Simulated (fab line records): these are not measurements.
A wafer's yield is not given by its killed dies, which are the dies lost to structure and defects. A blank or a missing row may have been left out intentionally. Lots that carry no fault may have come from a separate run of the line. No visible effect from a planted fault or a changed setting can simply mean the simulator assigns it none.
One fault through the eyes of 2 desks :: flow sfq line :: numbers are kept per desk, each desk with only its own; the story behind them comes last

== AT THE TOOL OWNER'S DESK: rie metal-03 ==
The tool's own readings at SFQ_TRILAYER_M1_ETCH_METAL_ETCH_042 (etches Nb in Cl2/Ar, stops on SiO2, target depth 240 nm, time 120 s): means of the sampled wafers that have a number, for each lot that ran on this tool. Any lot whose mean is over 4 standard deviations away from the usual mean is out of limits and marked OUT; that distance is given in the brackets.
Columns: A = bias w at SFQ_TRILAYER_M1_ETCH_METAL_ETCH_042, usual 79.99 W; B = drypump motor current A at SFQ_TRILAYER_M1_ETCH_METAL_ETCH_042, usual 5.4 A; C = oes product au at SFQ_TRILAYER_M1_ETCH_METAL_ETCH_042, usual 0.894 a.u.
lot: L145
first seen here: day 13 18:47
A: 79.89
B: 5.4
C: 0.897

lot: L146
first seen here: day 14 07:56
A: 80.12
B: 5.3
C: 0.902

lot: L151
first seen here: day 16 16:29
A: 83.31 (+15) OUT
B: 5.4
C: 0.908

lot: L154
first seen here: day 17 15:30
A: 83.27 (+15) OUT
B: 5.4
C: 0.896

lot: L162
first seen here: day 26 07:38
A: 79.90
B: 5.5
C: 0.893

lot: L163
first seen here: day 26 10:05
A: 79.98
B: 5.5
C: 0.900
This desk's finding: out of limits on L151, L154; first on L151, day 16 16:29 (bias w at SFQ_TRILAYER_M1_ETCH_METAL_ETCH_042). L145, L146, L162, L163 stayed within limits.

== METROLOGY DESK ==
What the gauges read, lot by lot, whatever tool the lot ran on: means of the sampled wafers that have a number. Any lot whose mean is over 4 standard deviations away from the usual mean is out of limits and marked OUT; that distance is given in the brackets.
Columns: A = L0V_OVL at SFQ_L0V_OVL_MEAS_903, usual 1 nm
lot: L145
first seen here: day 5 06:52
A: 3

lot: L146
first seen here: day 5 11:39
A: 6

lot: L151
first seen here: day 6 15:22
A: 3

lot: L153
first seen here: day 7 04:34
A: 1

lot: L154
first seen here: day 7 10:34
A: 7

lot: L155
first seen here: day 7 20:56
A: 3

lot: L158
first seen here: day 8 12:20
A: 3

lot: L159
first seen here: day 8 15:56
A: 7

lot: L160
first seen here: day 9 07:32
A: 4

lot: L161
first seen here: day 9 12:20
A: 1

lot: L162
first seen here: day 9 19:32
A: 0

lot: L163
first seen here: day 10 03:56
A: -3

lot: L164
first seen here: day 13 19:56
A: -1

lot: L166
first seen here: day 14 16:19
A: 1
Result from this desk: across the 14 lots, nothing is out of limits.

== TAKEN TOGETHER ==
At day 16 16:29, on L151, L154, the tool owner's desk was in a position to raise an alarm.
From the metrology desk's view, nothing was out of limits.
The metrology desk holds a record of L151, L154, inside its limits.
All the named lots went through SFQ_TRILAYER_M1_ETCH_METAL_ETCH_042 on rie metal-03.

== WHAT THE SIMULATOR HAD INSERTED ==
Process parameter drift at SFQ_TRILAYER_M1_ETCH_METAL_ETCH_042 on rie metal-03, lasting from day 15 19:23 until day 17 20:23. From 80, the setting bias w moved by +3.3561. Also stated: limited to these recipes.
Shown lots that were struck: L151, L154.
Each desk's first reading out of limits, in hours after the fault started: the tool owner's desk, 21.
